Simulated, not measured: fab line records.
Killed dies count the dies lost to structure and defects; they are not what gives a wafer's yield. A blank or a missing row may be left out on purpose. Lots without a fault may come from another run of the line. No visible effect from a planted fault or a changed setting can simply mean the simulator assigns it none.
Chamber matching	flow gf180mcu	GF_V2_CMP_04 on cmp-02 has 4 sister chambers
The step polishes SiO2. 4 wafers are shown with their chamber, then 7 later ones without.

WAFERS WITH THEIR CHAMBER
wafer	chamber	motor_current_A (A)
L816.2	0	14.3
L824.5	2	12.2
L828.1	1	10.8
L828.4	3	13.5

WAFERS WHOSE CHAMBER IS MISSING
wafer	motor_current_A (A)
L828.5	10.8
L830.2	12.3
L830.4	13.9
L830.6	11.2
L832.2	10.6
L832.3	14.3
L832.6	12.6

WHICH CHAMBER EACH WENT THROUGH
wafer	from the rows above	in truth
L828.5	1	1
L830.2	2	2
L830.4	can't be placed: 0 or 3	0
L830.6	1	1
L832.2	1	1
L832.3	0	0
L832.6	can't be placed: 2 or 3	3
Placed correctly: 5 of 7. Cannot be placed on the basis of these rows: 2; the candidates contain the true chamber in 2. 0 placed wrongly.
How it was worked out, from the rows above alone: a wafer's distance from a chamber is the root of the sum, over the readings, of the square of ((its reading less the chamber's mean) divided by the reading's scatter). If the next closest chamber is less than 2 further off than the closest, the wafer can't be placed; otherwise it belongs to the closest. For every chamber, the mean is computed from those of its wafers that are shown. The scatter: with one shown wafer a chamber, the root of the mean of the squares of how far each hidden wafer lies from its nearest shown one.
